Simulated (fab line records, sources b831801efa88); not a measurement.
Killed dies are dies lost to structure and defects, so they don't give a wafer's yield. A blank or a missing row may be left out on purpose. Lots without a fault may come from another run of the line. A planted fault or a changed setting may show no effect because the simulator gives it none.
A struck lot beside a sound one | flow gf180mcu | 14 steps out of a route of 602
Sound: wafers L597.2, L597.4, L597.5. Struck: wafers L588.1, L588.2, L588.4. The cause comes at the end.
At each step with rows: each side's tool, then ch and its chambers, then its first start. Under that, the readings that differ: sound wafers | struck wafers | difference of the means | sigmas: that difference in standard deviations of wafers without a fault.
alike: readings whose means differ by less than 2 such deviations, and words and numbers that are the same on both sides. not compared: withheld readings, readings that some wafer has no value for, bounds like >300 that may hide the same value, and numbers for which the record gives no deviation and whose values overlap.
The two part at a step that has a row with sigmas, a row that says differs or no value, or rows on one side only. Numbers that don't overlap but have no deviation are shown without sigmas and don't part them. A reading that every wafer of one side lacks parts them only if that side has two wafers or more.

first, 2 steps without rows for these wafers: GF_M1_CLEAN_19 (cleans in DIW); GF_V1_CVD_00 (deposits SiO2, target thk 600 nm, time 100 s).
GF_V1_THK_MEAS_01:
  sound on film_metro-01, day 22 01:25; struck on film_metro-03, day 18 13:48
  reading            | sound       | struck      | difference | sigmas
  V1_CVD_00_THK (nm) | 604 605 607 | 598 586 588 | -15        | -2
GF_V1_CVD_02: deposits SiO2 from TEOS, target thk 850 nm, time 94.851 s.
  sound on pecvd-01 ch 0,1,2, day 22 01:28; struck on pecvd-01 ch 1,2, day 18 13:52
  alike: heater_power_w
GF_V1_THK_MEAS_03:
  sound on film_metro-03, day 22 01:32; struck on film_metro-02, day 18 13:56
  alike: V1_CVD_02_THK
GF_V1_CMP_04: polishes SiO2.
  sound on cmp-02 ch 0,1,2, day 22 01:38; struck on cmp-02 ch 1,2,3, day 18 14:02
  alike: edge_zone_pressure_frac, motor_current_A, time_to_endpoint_s
GF_V1_BOW_MEAS_05:
  sound on film_metro-01, day 22 01:55; struck on film_metro-02, day 18 14:17
  alike: V1_BOW
then, 5 steps without rows for these wafers: GF_V1_DEHYDRATE_06 (time 60 s); GF_V1_HMDS_07 (prime time 60 s); GF_V1_COAT_08; GF_V1_COAT_09 (resist thk 1000 nm); GF_V1_SOFTBAKE_10 (time 60 s).
GF_V1_EXPOSE_11: exposes mask Via1, target cd 260 nm.
  sound on krf_scanner-01 ch 0, day 22 13:31; struck on krf_scanner-02, day 19 02:19
  no value came back on the struck wafers for exposure_dose_mJ_cm2, focus_offset_nm (nm), reticle_temp_C (C); on the sound wafers exposure_dose_mJ_cm2 reads 38.42 38.41 38.37
  alike: mask
then, 1 step without rows for these wafers: GF_V1_PEB_12 (peb time 90 s).

WHERE THEY PART
First at GF_V1_THK_MEAS_01; last, within this record, at GF_V1_EXPOSE_11.

WHY: what the simulator had put in
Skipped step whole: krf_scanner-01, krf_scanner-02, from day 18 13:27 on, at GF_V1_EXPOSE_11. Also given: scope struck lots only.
